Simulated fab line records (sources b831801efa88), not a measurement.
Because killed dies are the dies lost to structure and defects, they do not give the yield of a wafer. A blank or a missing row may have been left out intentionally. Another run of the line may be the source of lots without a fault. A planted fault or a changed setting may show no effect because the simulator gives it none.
Which tool is to blame? | flow gf180mcu | 33 wafers from 11 lots sampled at 4 of the route's 602 steps

WHAT THE GAUGES SHOWED, per wafer
GF_M5_CD_MEAS_07: target cd 280 nm.
lot  | measured     | on        | cd-nm (nm)
L826 | day 26 06:08 | cd-sem-01 | 281.6 279.7 278.6
L827 | day 26 12:28 | cd-sem-02 | 279.6 280.0 279.8
L828 | day 26 18:07 | cd-sem-01 | 279.4 279.7 279.4
L830 | day 27 14:07 | cd-sem-02 | 280.3 281.0 281.4
L832 | day 28 00:46 | cd-sem-02 | 280.0 278.9 278.1
L833 | day 28 09:01 | cd-sem-01 | 276.9 277.7 277.2
L838 | day 29 21:38 | cd-sem-02 | 280.4 279.8 279.9
L839 | day 30 06:07 | cd-sem-01 | 280.8 280.9 280.3
L844 | day 31 13:31 | cd-sem-02 | 281.5 279.4 280.7
L847 | day 32 10:36 | cd-sem-01 | 281.2 283.0 282.5
L849 | day 32 21:19 | cd-sem-02 | 278.2 278.8 280.5

GF_V5_CD_MEAS_14: target cd 260 nm.
lot  | measured     | on        | cd-nm (nm)
L826 | day 27 04:28 | cd-sem-02 | 260.1 260.5 261.1
L827 | day 27 10:11 | cd-sem-01 | 261.8 260.9 261.6
L828 | day 27 15:58 | cd-sem-01 | 259.2 259.3 258.0
L830 | day 28 10:53 | cd-sem-01 | 260.0 259.4 260.7
L832 | day 28 21:16 | cd-sem-02 | 257.7 257.3 257.3
L833 | day 29 06:01 | cd-sem-02 | 258.4 258.0 259.6
L838 | day 30 17:11 | cd-sem-01 | 258.9 259.6 260.3
L839 | day 31 00:40 | cd-sem-01 | 260.1 260.6 261.2
L844 | day 32 08:53 | cd-sem-01 | 259.5 260.3 260.6
L847 | day 33 03:39 | cd-sem-01 | 262.3 262.7 262.2
L849 | day 33 14:43 | cd-sem-02 | 261.1 261.1 260.4

TOOL THAT RAN EACH LOT (tool first, then ch and the chambers of the sampled wafers, then the start)
lot  | GF_NWELL_STRIP_10                   | GF_V5_CMP_04
L826 | plasma-asher-02 ch 0,1, day 3 08:25 | cmp-01 ch 0,2,3, day 26 07:22
L827 | plasma-asher-02 ch 0,1, day 3 14:25 | cmp-01 ch 0,3, day 26 13:44
L828 | plasma-asher-01 ch 0,1, day 3 20:22 | cmp-02 ch 0,2,3, day 26 19:19
L830 | plasma-asher-04 ch 1, day 4 06:34   | cmp-02 ch 0,1,3, day 27 15:13
L832 | plasma-asher-02 ch 0,1, day 4 16:37 | cmp-01 ch 1,2,3, day 28 01:56
L833 | plasma-asher-01 ch 0,1, day 4 21:58 | cmp-02 ch 0,1,3, day 28 10:07
L838 | plasma-asher-02 ch 0,1, day 5 23:43 | cmp-01 ch 0,1,2, day 29 22:58
L839 | plasma-asher-01 ch 0,1, day 6 08:21 | cmp-01 ch 2,3, day 30 07:34
L844 | plasma-asher-04 ch 0,1, day 7 09:22 | cmp-01 ch 0,1,2, day 31 16:04
L847 | plasma-asher-01 ch 0,1, day 8 03:43 | cmp-02 ch 0,1,3, day 32 11:50
L849 | plasma-asher-01 ch 0, day 8 13:04   | cmp-01 ch 0,1,2, day 32 22:30
- GF_NWELL_STRIP_10: strips in O2/N2.
- GF_V5_CMP_04: polishes SiO2.

AS READ BY THE TOOLS THEMSELVES (means over the sampled wafers that have a number; for cases with no such wafer, the mark the record gives instead)
GF_NWELL_STRIP_10.
lot  | tool            | drypump-motor-current-A (A) | heater-power-w (W) | oes-product-au (a.u.) | strip-time-to-endpoint-s (s)
L826 | plasma-asher-02 | 5.57                        | 318                | 0.720                 | 36.98
L827 | plasma-asher-02 | 5.65                        | 315                | 0.720                 | 37.01
L828 | plasma-asher-01 | 5.67                        | 349                | 0.718                 | 36.84
L830 | plasma-asher-04 | 5.71                        | 321                | 0.727                 | 36.80
L832 | plasma-asher-02 | 5.57                        | 317                | 0.722                 | 36.79
L833 | plasma-asher-01 | 5.68                        | 350                | 0.722                 | 36.95
L838 | plasma-asher-02 | 5.59                        | 314                | 0.725                 | 36.85
L839 | plasma-asher-01 | 5.80                        | 337                | 0.722                 | 36.93
L844 | plasma-asher-04 | 5.87                        | 295                | 0.723                 | 36.84
L847 | plasma-asher-01 | 5.69                        | 353                | 0.726                 | 37.06
L849 | plasma-asher-01 | 5.90                        | 324                | 0.720                 | 36.98

GF_V5_CMP_04.
lot  | tool   | motor-current-A (A)
L826 | cmp-01 | 12.2
L827 | cmp-01 | 12.9
L828 | cmp-02 | 12.5
L830 | cmp-02 | 12.1
L832 | cmp-01 | 12.3
L833 | cmp-02 | 12.1
L838 | cmp-01 | 12.5
L839 | cmp-01 | 12.0
L844 | cmp-01 | 11.8
L847 | cmp-02 | 12.0
L849 | cmp-01 | 11.8

THE ANSWER, worked out from the rows above alone
Rule: usual is defined by the lots themselves. The widest of any qualifying gaps counts: lots, ordered by their means at a reading, are off when they make up no more than a third of the lots, leave a main group of 4 or more, and stand apart from it by 3 or more times the standard deviation of that group's means. A main group is skipped when, at the precision printed for the reading in the tables above, its means are all equal. A lot without any number at a reading at which 4 lots or more have one is off too. The other lots that the step has rows for count as sound. Order of review: gauges by route order, followed by the tools' own readings, for which a lot's mean as printed above is used. The first step at which some lot is off is used, and at that step the reading that is off furthest; a lot without a number counts as furthest.
No lot is off at any reading shown: from this, nothing can be told.

WHAT THE SIMULATOR PUT IN
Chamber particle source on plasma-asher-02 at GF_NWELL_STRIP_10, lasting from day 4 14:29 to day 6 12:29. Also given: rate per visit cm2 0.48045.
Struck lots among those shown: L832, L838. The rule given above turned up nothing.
